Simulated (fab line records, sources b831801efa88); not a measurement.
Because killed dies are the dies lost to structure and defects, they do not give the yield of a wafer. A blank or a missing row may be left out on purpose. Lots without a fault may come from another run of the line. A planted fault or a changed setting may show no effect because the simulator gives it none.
8D (eight disciplines) problem report, filled in by code || flow sky130 || the parts of the form that need people (team, actions taken, sign-off) are left out

== 1. WHAT IS WRONG ==
strip_time_to_endpoint_s at SKY_LOCAL_INTERCONNECT_STRIP_15 reads a mean of 4.565 s on 3 wafers of 2 lots; wafers without a fault read 4.723 s with a standard deviation of 0.019. Relative to the usual mean, that is a shift of -8.3 standard deviations.
The step: strips in O2/N2.
Earliest sighting: wafer L895.6 on plasma_asher-01 at day 34 05:16. The record holds 39 wafers of 14 lots with a number at this step. By rule, "out" or "out of limits" means more than 4 standard deviations away from the usual mean. Any other wafer with a number is counted as sound.

== 2. WHAT THIS IS AND IS NOT ==
{"question": "which readings at this step", "is": "strip_time_to_endpoint_s", "is not": "drypump_motor_current_A"}
{"question": "which lots", "is": "L895, L899", "is not": "L887, L888, L889, L890, L891, L893, L900, L901, L904, L905, L906, L910"}
{"question": "which wafers of those lots", "is": "all that have a number", "is not": "-"}
{"question": "read on which tools", "is": "plasma_asher-01, plasma_asher-02", "is not": "plasma_asher-03"}
{"question": "when", "is": "from day 34 05:16", "is not": "up to then (18 sound wafers); but 18 sound wafers of L900, L901, L904, L905, L906, L910 came after"}

== 3. THE SUSPECTS, EACH WITH WHAT RULES IT OUT ==
Counting: any tool at a process step up to the reading is kept as a suspect provided that every lot that is out went through it and no sound lot did after the first of them.
- pvd_sputter-04 at SKY_LI_CONTACT_SPUTTER_19 (material Ti, target thk 20 nm, time 106.37 s): ruled out as a lasting fault. After its first lot that is out, L895 (day 33 02:03), sound lots L904 ran on it.
- rie_metal-01 at SKY_LOCAL_INTERCONNECT_METAL_ETCH_14 (etches TiN in Cl2/BCl3, stops on PSG, target depth 110 nm, time 31.4 s): kept. It processed each lot that is out, first L895 at day 34 05:10, and no sound lot thereafter; up to then, the last sound lot it processed was L893 at day 33 13:03.
Left after counting: rie_metal-01 at SKY_LOCAL_INTERCONNECT_METAL_ETCH_14.

== 4. THE CAUSE (what the simulator had put in) ==
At SKY_LOCAL_INTERCONNECT_METAL_ETCH_14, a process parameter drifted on rie_metal-01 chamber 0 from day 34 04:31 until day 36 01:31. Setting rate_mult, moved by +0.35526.
The count eliminated every tool but this one.

== 5. SEQUENCE OF EFFECTS, ordered by route ==
One row per reading whose mean, taken over the struck wafers that have a number, lies over 3 standard deviations from the usual. Only readings whose record carries a usual standard deviation are examined. hours: median over the lots of the time between each lot's start at the first step of this table that gives one and its start at this step. sigmas: the change, counted in usual standard deviations.
{"hours": 0, "step": "SKY_LOCAL_INTERCONNECT_STRIP_15", "reading": "strip_time_to_endpoint_s", "usual": "4.723 s", "on struck wafers": 4.565, "change": -0.158, "sigmas": -8.3}
Its process steps:
- SKY_LOCAL_INTERCONNECT_STRIP_15: strips in O2/N2.

== 6. HOW IT WOULD HAVE BEEN CAUGHT EARLIER ==
In this record the first reading out of limits was taken at day 34 05:16, 1 hour after the fault began at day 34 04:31.
No tool reading at SKY_LOCAL_INTERCONNECT_METAL_ETCH_14 that has a usual standard deviation in the record was out on any struck wafer, so an alarm limit of 4 standard deviations on those readings would not have fired.
Lots out: 2; of these, L899 started SKY_LOCAL_INTERCONNECT_METAL_ETCH_14 on rie_metal-01 after day 34 05:16. Holding the tool at that time would have saved it.
